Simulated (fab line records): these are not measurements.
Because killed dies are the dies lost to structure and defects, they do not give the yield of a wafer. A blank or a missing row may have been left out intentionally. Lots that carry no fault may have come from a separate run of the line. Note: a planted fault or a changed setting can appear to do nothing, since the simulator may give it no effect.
Split-lot trial	flow sfq line	route with 325 steps; 5 lots, 23 wafers read

## ABOUT THE SPLIT
At SFQ_TRILAYER_I6_VIA_LITHO_PEB_172 (peb time 60 s), the setting peb temp c was moved away from the recipe's 115 C on 11 of the 23 wafers read, by -2.0% to +3.1%. For the rest of the wafers, this setting stayed at what the recipe calls for.

## FROM THE SPLIT ON TO THE READING: in between, the file shows 1 step
- SFQ_TRILAYER_I6_VIA_LITHO_DEVELOP_171: time 60 s

## THE READING
I6.cd nm (the simulator's own value, which no gauge read), in nm, at SFQ_TRILAYER_I6_VIA_BARC_OPEN_VIA_ETCH_235 (etches BARC in O2, target depth 125 nm, time 41.7 s). The file gives no usual value for it. Average 699.6 nm, standard deviation 1.3 nm, over the 12 wafers here run with the recipe.

wafer	tool, chamber at the split	peb temp c as run, C	against the recipe	I6.cd nm, nm	against lot-mates on the recipe
L074.1	litho track-02, 0	115	recipe	700.4	-
L074.3	litho track-02, 0	112.7	-2.0%	656.1	-44.0
L074.4	litho track-02, 0	112.7	-2.0%	655	-45.1
L074.5	litho track-02, 0	112.7	-2.0%	655.1	-45.0
L074.6	litho track-02, 0	115	recipe	699.8	-
L079.2	litho track-03, 0	118.6	+3.1%	757.4	+56.9
L079.3	litho track-03, 0	118.6	+3.1%	757	+56.5
L079.4	litho track-03, 0	115	recipe	700.9	-
L079.5	litho track-03, 0	118.6	+3.1%	756.3	+55.8
L079.6	litho track-03, 0	115	recipe	700.1	-
L081.2	litho track-04, 0	115	recipe	698.5	-
L081.3	litho track-04, 0	115	recipe	701.8	-
L081.4	litho track-04, 0	115	recipe	697.9	-
L082.2	litho track-02, 0	115	recipe	698	-
L082.3	litho track-02, 0	113.5	-1.3%	671.6	-26.2
L082.4	litho track-02, 0	115	recipe	697.6	-
L082.5	litho track-02, 0	113.5	-1.3%	671	-26.8
L082.6	litho track-02, 0	113.5	-1.3%	668.7	-29.1
L083.1	litho track-02, 0	118.5	+3.0%	756.4	+56.4
L083.2	litho track-02, 0	115	recipe	699.3	-
L083.3	litho track-02, 0	118.5	+3.0%	756.2	+56.2
L083.4	litho track-02, 0	115	recipe	701.3	-
L083.6	litho track-02, 0	115	recipe	699.5	-

THE FIT
A straight line over all 23 wafers: I6.cd nm changes by +19.6 nm for each +1% of peb temp c; r = +1.00; the points scatter about the line by 2.4 nm.
The same after taking each lot's own level away (the mean of its wafers on the recipe; 23 wafers): +19.3 nm for each +1%; r = +1.00; scatter 2.5 nm.
According to that fit, moving peb temp c by its largest amount changes the reading by 61 nm.
Across the lots, their own levels run from 697.80 to 700.50 nm, a range of 2.0 times the standard deviation given above.
Consequently the slope shifts little with the lot-to-lot level, the two slopes agreeing.
Check: for one of the wafers moved furthest among these (+3.1%), held out of the fit, the line's prediction against its lot-mates is +59.1 nm. It came out at +56.9 nm against them.

## OTHER SPLITS APPLIED TO THESE WAFERS
Other splits were also applied to these wafers ahead of the reading. Each is held against what the fit with the lots' levels taken away leaves over:
other split on the same wafers	wafers away from the commonest value	r with I6.cd nm (lot level and that fit taken away)
SFQ_TRILAYER_C5_LITHO_PEB_154 peb temp c	5	+0.01
SFQ_TRILAYER_M6_LITHO_COAT_159 resist thk nm	6	+0.18
SFQ_TRILAYER_M6_LITHO_PEB_162 peb time s	9	+0.16

## THE FILE'S OWN FIT
I6.cd nm changes by +19.1 nm for each +1% of peb temp c, r = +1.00.
